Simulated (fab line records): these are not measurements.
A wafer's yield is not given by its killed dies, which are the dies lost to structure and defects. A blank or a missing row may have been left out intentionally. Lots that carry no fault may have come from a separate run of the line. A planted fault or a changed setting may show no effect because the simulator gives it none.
fab line records ; flow sky130
record lots=5; wafers=15; last-day=50
route steps=708 shown CONTACT@424 METAL1@434 PAD_OPEN@708
lots with no fault: from the same line, run without faults
start-h: the number of hours between the record's first day and the start of the first shown wafer of the lot ; wait-h: time in hours since the lot's previous step ; " as in the row above ; L1.1+2: a row that stands for several wafers ; - value missing, or start not given ; * or withheld: withheld ; < > ~ a bound
route shown NAME@n: a module of which the file shows steps, and the number in the route of the first ; usual: mean/standard deviation taken from wafers without a fault ; same: alike in all rows ; chamber/n: place in a boat ; sites: each site's reading ; _std_site: how widely they spread, as a standard deviation ; _edge_site: inner sites' mean taken away from outer sites' mean ; radius-mm: how far each site lies from the wafer's centre ; mask NAME#n: copy n ; behind: tool/chamber where the wafer was last shaped ; hold: why the lot was held/for how many hours/how that ended ; device: the transistor (n, p or np) that didn't switch ; end of line: at the end of the route, the tests of the same wafers ; step lacking rows: just its recipe ; killed: dies that structure and defects cost at the first sort, which is not the same as the wafer's yield ; map: per-die view of a wafer (x killed, . not killed, _ where there is no die)
set.NAME: the setting the step ran with; set.NAME@STEP: the setting that earlier step ran with ; model.NAME: the simulator's own value behind a step, which no gauge read
lots at selected steps of the route; one table per step, one row per wafer
services: from which hour (start-h, from the record's first day; less than 0 if before it) a tool's chamber was out of use, for how many hours, and why
## steps
# step SKY_CONTACT_ETCH_18
# recipe target=Si3N4; chemistry=CHF3/O2; stop-on=TiN; source-w=600; bias-w=200; pressure-mtorr=40; chf3-flow-sccm=50; O2_flow_sccm=5; time-s=39; target-depth-a=750
# usual drypump-motor-current-A=5.7/0.45; oes-product-au=0.857/0.008; throttle-valve-pct=8.794/0.0097
lot.wafer;tool;chamber;start-h;wait-h;drypump-motor-current-A;oes-product-au;rf-hours-counter-h;throttle-valve-pct
L554.1;rie-diel-01;0;-;-;5.5;0.848;7;8.805
L554.4;rie-diel-01;1;-;-;5.9;0.859;4;8.801
L554.5;rie-diel-01;1;-;-;6.0;0.854;-;8.797
L559.3;rie-diel-01;1;-;-;6.0;0.848;5;8.779
L559.4;rie-diel-01;3;-;-;4.7;0.854;16;8.797
L559.5;rie-diel-01;0;-;-;5.5;0.855;-;8.798
L565.2;rie-diel-03;2;-;-;5.9;0.838;1;8.778
L565.3;rie-diel-03;3;-;-;5.4;0.846;19;8.789
L565.5;rie-diel-03;2;-;-;5.8;0.848;-;8.775
L567.1;rie-diel-02;0;-;-;6.0;0.855;19;8.801
L567.4;rie-diel-02;3;-;-;6.1;0.858;8;8.815
L567.6;rie-diel-02;3;-;-;6.1;0.858;-;8.790
L570.1;rie-diel-02;2;-;-;5.6;0.856;17;8.796
L570.4;rie-diel-02;0;-;-;6.0;0.858;19;8.787
L570.6;rie-diel-02;1;-;-;5.7;0.849;-;8.805
# step SKY_CONTACT_STRIP_19
# recipe chemistry=O2/N2; power-w=1400; pressure-mtorr=1500; platen-temp-c=withheld; o2-flow-sccm=3000; n2-flow-sccm=300; overash-fraction=0.5
# usual drypump-motor-current-A=5.66/0.27; oes-product-au=0.381/0.005; strip-time-to-endpoint-s=3.63/0.044
lot.wafer;tool;chamber;start-h;wait-h;drypump-motor-current-A;oes-product-au;rf-hours-counter-h;strip-time-to-endpoint-s
L554.1;plasma-asher-02;1;796.84;-;5.47;0.381;93;3.58
L554.4;plasma-asher-02;1;796.84;-;5.47;0.393;-;3.64
L554.5;plasma-asher-02;1;796.84;-;5.48;0.383;-;3.63
L559.3;plasma-asher-02;1;826.08;-;5.47;0.374;-;3.59
L559.4;plasma-asher-02;0;826.08;-;6.12;0.379;-;3.61
L559.5;plasma-asher-02;1;826.08;-;5.49;0.382;-;3.60
L565.2;plasma-asher-04;0;877.04;-;5.56;0.384;13;3.63
L565.3;plasma-asher-04;1;877.04;-;5.95;0.382;-;3.60
L565.5;plasma-asher-04;0;877.04;-;5.55;0.377;-;3.63
L567.1;plasma-asher-01;0;908.54;-;5.77;0.379;80;3.60
L567.4;plasma-asher-01;0;908.54;-;5.78;0.382;-;3.66
L567.6;plasma-asher-01;1;908.54;-;5.31;0.391;-;3.64
L570.1;plasma-asher-01;1;919.59;-;5.30;0.383;82;3.71
L570.4;plasma-asher-01;1;919.59;-;5.29;0.374;-;3.60
L570.6;plasma-asher-01;1;919.59;-;5.30;0.383;-;3.64
# step SKY_CONTACT_STRIP_20
# recipe chemistry=post-etch-residue-remover; time-s=1200; temp-c=72.5
# step SKY_CONTACT_CLEAN_21
# recipe chemistry=IPA; time-s=180; temp-c=25
# step SKY_CONTACT_CLEAN_22
# recipe chemistry=O3/DIW; dry=n2-spin
# step SKY_CONTACT_SPUTTER_23
# recipe material=TiN; target-thk-nm=20; chamber-pressure-pa=5; power-w=4000; time-s=80
# step SKY_CONTACT_CVD_24
# recipe material=W; target-thk-nm=340; time-s=102.12; temp-c=400; pressure-torr=40
# usual heater-power-w=857/79
lot.wafer;tool;chamber;start-h;wait-h;heater-power-w
L554.1;cvd-w-02;1;797.53;0.0;747
L554.4;cvd-w-02;0;797.53;0.0;930
L554.5;cvd-w-02;1;797.53;0.0;746
L559.3;cvd-w-02;0;826.75;0.1;944
L559.4;cvd-w-02;1;826.75;0.1;753
L559.5;cvd-w-02;1;826.75;0.1;754
L565.2;cvd-w-02;0;877.70;0.0;945
L565.3;cvd-w-02;1;877.70;0.0;753
L565.5;cvd-w-02;1;877.70;0.0;734
L567.1;cvd-w-02;0;909.19;0.0;944
L567.4;cvd-w-02;0;909.19;0.0;954
L567.6;cvd-w-02;0;909.19;0.0;952
L570.1;cvd-w-01;1;920.28;0.0;882
L570.4;cvd-w-01;1;920.28;0.0;881
L570.6;cvd-w-01;0;920.28;0.0;848
# step SKY_CONTACT_RS_MEAS_25
# recipe thk-meas-gauge=four-point-probe; reads=W_of_CONTACT_CVD_24+TiN_of_CONTACT_SPUTTER_23
# usual CONTACT_W_RS=0.337/0.0037
lot.wafer;tool;chamber;start-h;wait-h;CONTACT_W_RS[ohm/sq]
L554.1;film-metro-03;-;797.64;0.1;0.338
L554.4;film-metro-03;-;797.64;0.1;0.341
L554.5;film-metro-03;-;797.64;0.1;0.337
L559.3;film-metro-03;-;826.86;0.1;0.338
L559.4;film-metro-03;-;826.86;0.1;0.341
L559.5;film-metro-03;-;826.86;0.1;0.341
L565.2;film-metro-02;-;877.83;0.1;0.334
L565.3;film-metro-02;-;877.83;0.1;0.334
L565.5;film-metro-02;-;877.83;0.1;0.338
L567.1;film-metro-02;-;909.30;0.1;0.336
L567.4;film-metro-02;-;909.30;0.1;0.335
L567.6;film-metro-02;-;909.30;0.1;0.333
L570.1;film-metro-03;-;920.39;0.1;0.330
L570.4;film-metro-03;-;920.39;0.1;0.330
L570.6;film-metro-03;-;920.39;0.1;0.338
# step SKY_CONTACT_THK_MEAS_26
# recipe thk-meas-gauge=xrf; reads=W_of_CONTACT_CVD_24
# usual CONTACT_W_THK=349/5.3
lot.wafer;tool;chamber;start-h;wait-h;CONTACT_W_THK[nm]
L554.1;film-metro-03;-;797.76;0.1;346
L554.4;film-metro-03;-;797.76;0.1;346
L554.5;film-metro-03;-;797.76;0.1;348
L559.3;film-metro-03;-;826.96;0.1;344
L559.4;film-metro-03;-;826.96;0.1;343
L559.5;film-metro-03;-;826.96;0.1;343
L565.2;film-metro-02;-;877.94;0.1;351
L565.3;film-metro-02;-;877.94;0.1;353
L565.5;film-metro-02;-;877.94;0.1;347
L567.1;film-metro-02;-;909.42;0.1;349
L567.4;film-metro-02;-;909.42;0.1;350
L567.6;film-metro-02;-;909.42;0.1;353
L570.1;film-metro-03;-;920.51;0.1;353
L570.4;film-metro-03;-;920.51;0.1;353
L570.6;film-metro-03;-;920.51;0.1;344
# step SKY_CONTACT_CMP_27
# recipe stop-on=SiO2; t-overpolish-s=15; down-force-psi=3.5; platen-rpm=60; target-thk-nm=0; pad-velocity-m-s=0.94248
# usual edge-zone-pressure-frac=1.000/0.0047; motor-current-A=11.2/1.5; overpolish-run-s=15.000/0.0091; time-to-endpoint-s=82/4.8
lot.wafer;tool;chamber;start-h;wait-h;edge-zone-pressure-frac;motor-current-A;overpolish-run-s;time-to-endpoint-s
L554.4;cmp-01;1;797.82;0.0;1.000;11.9;15.013;72
L554.1;cmp-01;3;797.82;0.0;0.993;9.0;14.987;85
L554.5;cmp-01;1;797.82;0.0;0.997;11.8;14.996;75
L559.4;cmp-01;0;827.00;0.0;1.004;13.2;15.014;86
L559.3;cmp-01;3;827.00;0.0;0.994;8.7;15.007;89
L559.5;cmp-01;1;827.00;0.0;1.007;12.2;14.988;77
L565.2;cmp-01;2;877.99;0.0;1.000;10.6;15.010;87
L565.3;cmp-01;1;877.99;0.0;1.004;12.2;14.999;79
L565.5;cmp-01;2;877.99;0.0;1.001;10.6;14.996;84
L567.4;cmp-02;0;909.48;0.0;1.003;11.7;15.004;89
L567.1;cmp-02;1;909.48;0.0;1.006;11.4;14.989;86
L567.6;cmp-02;0;909.48;0.0;0.993;11.8;14.996;87
L570.4;cmp-02;0;920.62;0.1;0.998;11.2;15.015;89
L570.1;cmp-02;2;920.62;0.1;1.000;12.4;15.003;81
L570.6;cmp-02;0;920.62;0.1;0.992;11.6;15.004;89
# step SKY_METAL1_SPUTTER_00
# recipe material=Ti; target-thk-nm=15; power-w=3000; time-s=10; chamber-pressure-pa=0.4
# step SKY_METAL1_SPUTTER_01
# recipe material=TiN; target-thk-nm=20; power-w=6500; time-s=16.7; chamber-pressure-pa=0.4
# step SKY_METAL1_SPUTTER_02
# recipe material=AlCu; target-thk-nm=250; power-w=10600; time-s=13.3; chamber-pressure-pa=0.4
# usual throttle-valve-pct=29.4/0.97
lot.wafer;tool;chamber;start-h;wait-h;throttle-valve-pct;model.AlCu_of_METAL1_SPUTTER_02.thk-nm
L554.1;pvd-sputter-03;-;798.17;0.0;29.6;246
L554.4;pvd-sputter-03;-;798.17;0.0;30.7;252.1
L554.5;pvd-sputter-03;-;798.17;0.0;29.2;251.4
L559.3;pvd-sputter-01;-;827.35;0.0;27.8;163
L559.4;pvd-sputter-01;-;827.35;0.0;29.9;254.2
L559.5;pvd-sputter-01;-;827.35;0.0;27.4;161.3
L565.2;pvd-sputter-04;-;878.33;0.0;29.1;246.1
L565.3;pvd-sputter-04;-;878.33;0.0;28.6;250.5
L565.5;pvd-sputter-04;-;878.33;0.0;28.7;249.9
L567.1;pvd-sputter-04;-;909.83;0.0;29.1;246.2
L567.4;pvd-sputter-04;-;909.83;0.0;28.7;252.3
L567.6;pvd-sputter-04;-;909.83;0.0;29.4;245.7
L570.1;pvd-sputter-01;-;920.92;0.0;29.4;252.7
L570.4;pvd-sputter-01;-;920.92;0.0;30.0;249.8
L570.6;pvd-sputter-01;-;920.92;0.0;30.2;252.5
# step SKY_METAL1_SPUTTER_03
# recipe material=Ti; target-thk-nm=5; power-w=3000; time-s=3.3; chamber-pressure-pa=0.4
# step SKY_METAL1_SPUTTER_04
# recipe material=TiN; target-thk-nm=70; power-w=6500; time-s=58.3; chamber-pressure-pa=0.4
# usual throttle-valve-pct=29.4/0.96
lot.wafer;tool;chamber;start-h;wait-h;throttle-valve-pct
L554.1;pvd-sputter-03;-;798.21;0.0;29.4
L554.4;pvd-sputter-03;-;798.21;0.0;30.9
L554.5;pvd-sputter-03;-;798.21;0.0;29.1
L559.3;pvd-sputter-01;-;827.39;0.0;27.5
L559.4;pvd-sputter-01;-;827.39;0.0;30.3
L559.5;pvd-sputter-01;-;827.39;0.0;27.5
L565.2;pvd-sputter-04;-;878.38;0.0;29.3
L565.3;pvd-sputter-04;-;878.38;0.0;28.7
L565.5;pvd-sputter-04;-;878.38;0.0;28.5
L567.1;pvd-sputter-04;-;909.87;0.0;29.2
L567.4;pvd-sputter-04;-;909.87;0.0;28.9
L567.6;pvd-sputter-04;-;909.87;0.0;29.5
L570.1;pvd-sputter-01;-;920.96;0.0;28.8
L570.4;pvd-sputter-01;-;920.96;0.0;29.5
L570.6;pvd-sputter-01;-;920.96;0.0;30.1
# step SKY_METAL1_RS_MEAS_05
# recipe thk-meas-gauge=four-point-probe; reads=TiN_of_METAL1_SPUTTER_04+Ti_of_METAL1_SPUTTER_03+AlCu_of_METAL1_SPUTTER_02+TiN_of_METAL1_SPUTTER_01+Ti_of_METAL1_SPUTTER_00
# usual METAL1_ALCU_RS=0.1264/0.0019
lot.wafer;tool;chamber;start-h;wait-h;hold;METAL1_ALCU_RS[ohm/sq]
L554.1;film-metro-03;-;798.26;0.0;-;0.1286
L554.4;film-metro-03;-;798.26;0.0;-;0.1254
L554.5;film-metro-03;-;798.26;0.0;-;0.1259
L559.3;film-metro-04;-;827.48;0.1;await-dispo/0.2h/release;0.1982
L559.4;film-metro-04;-;827.48;0.1;await-dispo/0.2h/release;0.1249
L559.5;film-metro-04;-;827.48;0.1;await-dispo/0.2h/release;0.2005
L559.3;film-metro-04;-;827.77;0.3;-;0.1987
L559.4;film-metro-04;-;827.77;0.3;-;0.1245
L559.5;film-metro-04;-;827.77;0.3;-;0.2006
L565.2;film-metro-01;-;878.45;0.0;-;0.1287
L565.3;film-metro-01;-;878.45;0.0;-;0.1266
L565.5;film-metro-01;-;878.45;0.0;-;0.1269
L567.1;film-metro-04;-;909.92;0.0;-;0.1288
L567.4;film-metro-04;-;909.92;0.0;-;0.1258
L567.6;film-metro-04;-;909.92;0.0;-;0.1291
L570.1;film-metro-04;-;921.05;0.1;-;0.1252
L570.4;film-metro-04;-;921.05;0.1;-;0.1268
L570.6;film-metro-04;-;921.05;0.1;-;0.1257
# step SKY_METAL1_THK_MEAS_06
# recipe thk-meas-gauge=xrf; reads=AlCu_of_METAL1_SPUTTER_02
# usual METAL1_ALCU_THK=249/3.8
lot.wafer;tool;chamber;start-h;wait-h;hold;METAL1_ALCU_THK[nm]
L554.1;film-metro-03;-;798.38;0.1;-;243
L554.4;film-metro-03;-;798.38;0.1;-;249
L554.5;film-metro-03;-;798.38;0.1;-;250
L559.3;film-metro-04;-;830.28;2.5;await-dispo/0.2h/release;163
L559.4;film-metro-04;-;830.28;2.5;await-dispo/0.2h/release;252
L559.5;film-metro-04;-;830.28;2.5;await-dispo/0.2h/release;160
L559.3;film-metro-04;-;830.50;0.2;-;162
L559.4;film-metro-04;-;830.50;0.2;-;254
L559.5;film-metro-04;-;830.50;0.2;-;161
L565.2;film-metro-01;-;878.56;0.1;-;243
L565.3;film-metro-01;-;878.56;0.1;-;251
L565.5;film-metro-01;-;878.56;0.1;-;249
L567.1;film-metro-04;-;910.04;0.1;-;243
L567.4;film-metro-04;-;910.04;0.1;-;250
L567.6;film-metro-04;-;910.04;0.1;-;243
L570.1;film-metro-04;-;921.17;0.1;-;251
L570.4;film-metro-04;-;921.17;0.1;-;249
L570.6;film-metro-04;-;921.17;0.1;-;253
# step SKY_METAL1_HMDS_08
# recipe prime-time-s=60; prime-temp-c=120
# step SKY_METAL1_COAT_09
# recipe resist=BARC; temp-c=withheld; time-s=withheld; spin-rpm=3000; resist-thk-nm=60
# step SKY_METAL1_COAT_10
# recipe resist=KrF-thick; spin-rpm=3000; resist-thk-nm=450
# step SKY_METAL1_SOFTBAKE_11
# recipe temp-c=100; time-s=90; resist=KrF-thick
# step SKY_METAL1_EXPOSE_12
# recipe mask-id=MM1; na=0.8; source-shape=annular; sigma-inner=0.55; sigma-outer=0.85; target-cd-nm=140; dose-mj=28
# step SKY_METAL1_PEB_13
# recipe peb-temp-c=withheld; peb-time-s=withheld; resist=KrF-thick
# step SKY_METAL1_DEVELOP_14
# recipe develop-time-s=60; resist=KrF-thick; dev-temp-c=21
# step SKY_METAL1_CD_MEAS_15
# recipe target-cd-nm=140
# usual cd-nm=140.0/1.4
lot.wafer;tool;chamber;start-h;wait-h;cd-nm
L554.1;cd-sem-02;-;825.20;-;139.2
L554.4;cd-sem-02;-;825.20;-;139.7
L554.5;cd-sem-02;-;825.20;-;138.9
L559.3;cd-sem-02;-;853.69;-;139.9
L559.4;cd-sem-02;-;853.69;-;140.7
L559.5;cd-sem-02;-;853.69;-;139.8
L565.2;cd-sem-01;-;903.82;-;142.9
L565.3;cd-sem-01;-;903.82;-;141.6
L565.5;cd-sem-01;-;903.82;-;142.6
L567.1;cd-sem-02;-;935.33;-;139.4
L567.4;cd-sem-02;-;935.33;-;139.1
L567.6;cd-sem-02;-;935.33;-;140.7
L570.1;cd-sem-01;-;946.28;-;139.2
L570.4;cd-sem-01;-;946.28;-;139.0
L570.6;cd-sem-01;-;946.28;-;139.2
# step SKY_METAL1_OVL_MEAS_16
# usual METAL1_OVL=1/6.1
lot.wafer;tool;chamber;start-h;wait-h;METAL1_OVL[nm]
L554.1;overlay-01;-;825.32;0.1;8
L554.4;overlay-01;-;825.32;0.1;5
L554.5;overlay-01;-;825.32;0.1;7
L559.3;overlay-02;-;853.78;0.1;-3
L559.4;overlay-02;-;853.78;0.1;-15
L559.5;overlay-02;-;853.78;0.1;-4
L565.2;overlay-01;-;903.93;0.1;-1
L565.3;overlay-01;-;903.93;0.1;6
L565.5;overlay-01;-;903.93;0.1;11
L567.1;overlay-01;-;935.45;0.1;2
L567.4;overlay-01;-;935.45;0.1;4
L567.6;overlay-01;-;935.45;0.1;3
L570.1;overlay-02;-;946.40;0.1;1
L570.4;overlay-02;-;946.40;0.1;5
L570.6;overlay-02;-;946.40;0.1;0
# step SKY_METAL1_DESCUM_17
# recipe chemistry=O2; source-power-w=150; bias-power-w=0; pressure-mtorr=10; temp-c=40; time-s=8
# step SKY_METAL1_ETCH_18
# recipe chemistry=N2/H2; target=BARC; ion-energy-ev=200; bias-w=100; pressure-mtorr=30; n2-flow-sccm=100; h2-flow-sccm=200; icp-w=500; stop-on=SiO2; time-s=45.9; target-depth-a=600
# step SKY_METAL1_METAL_ETCH_19
# recipe target-depth-a=3600; stop-on=SiO2; over-etch-frac=0.3; time-s=78; chemistry=Cl2/BCl3; resist-sidewall-deg=88; pressure-mtorr=10; icp-w=900; bias-w=48.5; Cl2_flow_sccm=60; bcl3-flow-sccm=30
# usual drypump-motor-current-A=5.92/0.18; oes-product-au=0.855/0.0064; throttle-valve-pct=22.263/0.0099
lot.wafer;tool;chamber;start-h;wait-h;drypump-motor-current-A;oes-product-au;rf-hours-counter-h;throttle-valve-pct
L554.1;rie-metal-03;1;825.45;0.0;6.00;0.848;5;22.270
L554.4;rie-metal-03;0;825.45;0.0;5.80;0.860;-;22.261
L554.5;rie-metal-03;1;825.45;0.0;6.02;0.853;-;22.271
L559.3;rie-metal-03;0;853.93;0.1;5.80;0.770;-;22.273
L559.4;rie-metal-03;1;853.93;0.1;6.01;0.855;-;22.275
L559.5;rie-metal-03;1;853.93;0.1;5.98;0.760;-;22.259
L565.2;rie-metal-04;0;904.08;0.1;6.07;0.855;9;22.260
L565.3;rie-metal-04;1;904.08;0.1;5.51;0.856;-;22.273
L565.5;rie-metal-04;0;904.08;0.1;6.09;0.856;-;22.259
L567.1;rie-metal-02;1;935.58;0.0;6.13;0.852;10;22.276
L567.4;rie-metal-02;1;935.58;0.0;6.10;0.856;-;22.253
L567.6;rie-metal-02;1;935.58;0.0;6.12;0.850;-;22.252
L570.1;rie-metal-04;0;946.69;0.1;6.10;0.861;12;22.253
L570.4;rie-metal-04;0;946.69;0.1;6.10;0.858;-;22.260
L570.6;rie-metal-04;0;946.69;0.1;6.11;0.854;-;22.262
# step SKY_METAL1_STRIP_20
# recipe chemistry=O2/N2; power-w=1400; pressure-mtorr=1500; platen-temp-c=withheld; o2-flow-sccm=3000; n2-flow-sccm=300; overash-fraction=0.5
# step SKY_PAD_OPEN_PROBE_99
# usual defect-limited-yield=82.8/2.1; killed_at_M0_to_M3=42/6.6; killed_at_M4_up=3.1/1.9; killed-at-contacts=24/5.6; killed-at-front-end=15/4.8; killed-at-other=0.3/0.48; killed-dies=84/10; killed-open=47/6.8; killed-short=37/6.8; sort_bin_3_pad_short=0.9/0.48; sort_bin_5_function=10.1/1.4; sort_bin_6_memory=6.2/1.2; sort-n-pass=408/10; sort-yield-pct=82.8/2.1
# same gross-dies=492; killed-at-back-side=0; sort_bin_4_leakage[%]=0; sort_bin_8_speed[%]=0
lot.wafer;tool;chamber;start-h;wait-h;defect-limited-yield[%];killed_at_M0_to_M3;killed_at_M4_up;killed-at-contacts;killed-at-front-end;killed-at-other;killed-dies;killed-open;killed-short;sort_bin_3_pad_short[%];sort_bin_5_function[%];sort_bin_6_memory[%];sort-n-pass;sort-yield-pct[%];model.etest.met1.line-ohm-um;model.etest.met1.rs-ohm-sq
L554.1;prober-02;-;1122.43;0.1;84.3;39;2;25;11;0;77;34;43;0.4;10.0;5.3;415;84.3;0.924;0.1304
L554.4;prober-02;-;1122.58;0.2;85.2;39;4;18;12;0;73;42;31;0.6;8.3;5.9;419;85.2;0.8818;0.1271
L554.5;prober-02;-;1122.63;0.2;82.3;46;3;20;18;0;87;42;45;1.6;10.0;6.1;405;82.3;0.8943;0.1277
L559.3;prober-01;-;1145.28;0.2;82.3;50;6;23;8;0;87;43;44;1.4;12.0;4.3;405;82.3;1.471;0.2013
L559.4;prober-01;-;1145.33;0.2;78.7;49;3;30;23;0;105;55;50;1.8;12.8;6.7;387;78.7;0.8918;0.127
L559.5;prober-01;-;1145.38;0.2;86.0;42;1;11;15;0;69;43;26;0.2;10.0;3.9;423;86.0;1.397;0.2038
L565.2;prober-01;-;1180.78;0.1;80.5;44;1;34;16;1;96;58;38;0.2;11.2;8.1;396;80.5;0.8944;0.1309
L565.3;prober-01;-;1180.83;0.2;81.1;35;4;32;21;1;93;56;37;1.4;12.2;5.3;399;81.1;0.9455;0.129
L565.5;prober-01;-;1180.93;0.2;77.6;53;4;31;21;1;110;56;54;0.8;14.0;7.5;382;77.6;0.895;0.1293
L567.1;prober-01;-;1197.77;0.1;84.1;36;6;29;6;1;78;51;27;0.2;9.8;5.9;414;84.1;0.9161;0.1304
L567.4;prober-01;-;1197.92;0.2;83.1;42;5;23;13;0;83;48;35;0.6;10.8;5.5;409;83.1;0.9062;0.128
L567.6;prober-01;-;1198.02;0.2;82.7;33;6;33;13;0;85;49;36;0.2;11.4;5.7;407;82.7;0.9112;0.1318
L570.1;prober-02;-;1203.38;0.1;85.0;44;1;18;11;0;74;43;29;0.4;10.2;4.5;418;85.0;0.9175;0.1268
L570.4;prober-02;-;1203.53;0.2;83.9;42;2;21;14;0;79;37;42;0.4;9.3;6.3;413;83.9;0.955;0.1293
L570.6;prober-02;-;1203.63;0.2;83.1;44;3;27;9;0;83;47;36;0.8;9.3;6.7;409;83.1;0.9378;0.1283
# killed by level:class
L554.1 VIA1:geometric-particle:open=10 METAL1:geometric-particle:short=9 LOCAL_INTERCONNECT:geometric-particle:short=8 CONTACT:geometric-particle:open=7 VIA2:geometric-particle:open=6 CONTACT:geometric-particle:short=5 VIA1:geometric-particle:short=5 METAL3:geometric-particle:short=4
L554.4 METAL1:geometric-particle:short=8 CONTACT:geometric-particle:open=7 VIA1:geometric-particle:open=7 LI_CONTACT:geometric-particle:open=5 VIA1:geometric-particle:short=5 VIA2:geometric-particle:open=5 VIA3:geometric-particle:open=5 METAL1:geometric-particle:open=4
L554.5 VIA1:geometric-particle:open=14 METAL1:geometric-particle:short=7 FIELD_ISO:geometric-particle:open=6 VIA1:geometric-particle:short=6 LI_CONTACT:geometric-particle:short=5 LOCAL_INTERCONNECT:geometric-particle:short=5 VIA2:geometric-particle:open=5 FIELD_ISO:geometric-particle:short=4
L559.3 VIA2:geometric-particle:open=9 VIA3:geometric-particle:open=9 CONTACT:geometric-particle:open=7 VIA1:geometric-particle:open=6 CONTACT:geometric-particle:short=6 METAL1:geometric-particle:short=6 METAL4:geometric-particle:short=5 LOCAL_INTERCONNECT:geometric-particle:short=4
L559.4 VIA1:geometric-particle:open=11 VIA1:geometric-particle:short=10 LI_CONTACT:geometric-particle:open=9 METAL1:geometric-particle:short=9 POLY_GATE:geometric-particle:open=7 CONTACT:geometric-particle:open=7 FIELD_ISO:geometric-particle:short=6 VIA3:geometric-particle:open=6
L559.5 VIA1:geometric-particle:open=9 VIA2:geometric-particle:open=8 FIELD_ISO:geometric-particle:open=5 CONTACT:geometric-particle:open=5 VIA1:geometric-particle:short=5 METAL2:geometric-particle:short=5 VIA3:geometric-particle:open=5 LI_CONTACT:geometric-particle:open=4
L565.2 LI_CONTACT:geometric-particle:open=13 CONTACT:geometric-particle:open=10 VIA3:geometric-particle:open=10 VIA2:geometric-particle:open=7 VIA1:geometric-particle:open=7 FIELD_ISO:geometric-particle:open=6 VIA1:geometric-particle:short=6 CONTACT:geometric-particle:short=5
L565.3 LI_CONTACT:geometric-particle:open=12 CONTACT:geometric-particle:open=12 VIA1:geometric-particle:open=7 VIA1:geometric-particle:short=7 POLY_GATE:geometric-particle:open=6 VIA3:geometric-particle:open=6 FIELD_ISO:geometric-particle:open=4 LOCAL_INTERCONNECT:geometric-particle:short=4
L565.5 VIA2:geometric-particle:open=12 VIA3:geometric-particle:open=11 LOCAL_INTERCONNECT:geometric-particle:short=9 LI_CONTACT:geometric-particle:open=7 FIELD_ISO:geometric-particle:short=6 CONTACT:geometric-particle:open=6 VIA1:geometric-particle:short=6 POLY_GATE:geometric-particle:open=5
L567.1 CONTACT:geometric-particle:open=15 VIA2:geometric-particle:open=9 VIA3:geometric-particle:open=7 VIA1:geometric-particle:open=5 VIA1:geometric-particle:short=4 FIELD_ISO:geometric-particle:short=3 LI_CONTACT:geometric-particle:short=3 LI_CONTACT:geometric-particle:open=3
L567.4 CONTACT:geometric-particle:open=10 VIA1:geometric-particle:open=9 VIA2:geometric-particle:open=7 METAL1:geometric-particle:short=6 LI_CONTACT:geometric-particle:open=4 LOCAL_INTERCONNECT:geometric-particle:short=4 CONTACT:geometric-particle:short=4 VIA3:geometric-particle:open=4
L567.6 CONTACT:geometric-particle:open=20 VIA1:geometric-particle:open=7 FIELD_ISO:geometric-particle:short=6 METAL1:geometric-particle:short=6 VIA3:geometric-particle:open=6 LI_CONTACT:geometric-particle:open=4 METAL4:geometric-particle:short=4 LI_CONTACT:geometric-particle:short=3
L570.1 VIA1:geometric-particle:open=13 VIA3:geometric-particle:open=7 METAL2:geometric-particle:short=6 METAL1:geometric-particle:short=6 CONTACT:geometric-particle:open=5 CONTACT:geometric-particle:short=5 VIA2:geometric-particle:open=5 SPACER:geometric-particle:open=4
L570.4 METAL1:geometric-particle:short=9 POLY_GATE:geometric-particle:open=7 CONTACT:geometric-particle:open=7 CONTACT:geometric-particle:short=7 VIA3:geometric-particle:open=6 METAL1:geometric-particle:open=4 VIA1:geometric-particle:open=4 VIA1:geometric-particle:short=4
L570.6 LI_CONTACT:geometric-particle:open=10 VIA1:geometric-particle:open=10 METAL2:geometric-particle:short=8 CONTACT:geometric-particle:open=8 METAL1:geometric-particle:short=7 VIA3:geometric-particle:open=6 VIA1:geometric-particle:short=5 VIA2:geometric-particle:open=5
## services
tool;chamber;start-h;hours;kind
rie-diel-03;0;774.26;1.4;repair
pvd-sputter-03;-;785.43;3.6;repair
pvd-sputter-03;-;787.33;2.6;repair
plasma-asher-01;-;791.68;1.6;repair
cmp-01;-;792.47;1.1;repair
rie-diel-01;1;797.37;5.7;repair
rie-metal-04;0;807.77;4.8;repair
rie-diel-03;-;818.86;1.9;repair
cmp-01;-;820.59;1.5;repair
cvd-w-01;-;831.22;1.3;repair
rie-metal-03;-;831.47;5.8;repair
pvd-sputter-03;-;832.78;2.4;repair
cmp-01;-;834.00;0.6;repair
rie-diel-03;2;843.82;6.0;repair
cmp-01;-;846.38;3.3;repair
cmp-02;-;855.13;5.5;pm
cmp-01;-;886.17;18.4;repair
cvd-w-01;-;889.68;2.8;pm
plasma-asher-04;-;894.74;0.4;repair
cmp-01;-;906.49;0.8;repair
pvd-sputter-01;-;908.64;2.2;repair
cmp-01;-;912.18;4.0;pm
cvd-w-02;1;913.72;6.5;repair
plasma-asher-02;-;929.94;3.6;repair
## key
first-sign step=SKY_METAL1_RS_MEAS_05; reading=visit; direction=added
effect step=SKY_METAL1_RS_MEAS_05; reading=METAL1_ALCU_RS; direction=up; sigmas=38; usual=0.1264; struck=0.1994
effect step=SKY_METAL1_THK_MEAS_06; reading=visit; direction=added
effect step=SKY_METAL1_THK_MEAS_06; reading=METAL1_ALCU_THK; direction=down; sigmas=23; usual=249; struck=161
effect step=SKY_METAL1_METAL_ETCH_19; reading=oes-product-au; direction=down; sigmas=14; usual=0.855; struck=0.765
model-effect step=SKY_METAL1_SPUTTER_02; value=AlCu_of_METAL1_SPUTTER_02.thk-nm; without=254.7; struck=162.2
model-effect step=SKY_PAD_OPEN_PROBE_99; value=etest.met1.line-ohm-um; without=0.8949; struck=1.434
met-at SKY_METAL1_SPUTTER_02
struck-wafers L559.3,L559.5
fault kind=process-parameter-drift; tool=pvd-sputter-01; chamber=-; onset-h=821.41; steps=SKY_METAL1_SPUTTER_02; channel=target-thk-nm; offset=-92.551; shape=step; end-h=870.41; acts-in=these-recipes-only; stated=250; scope=struck-wafers-only
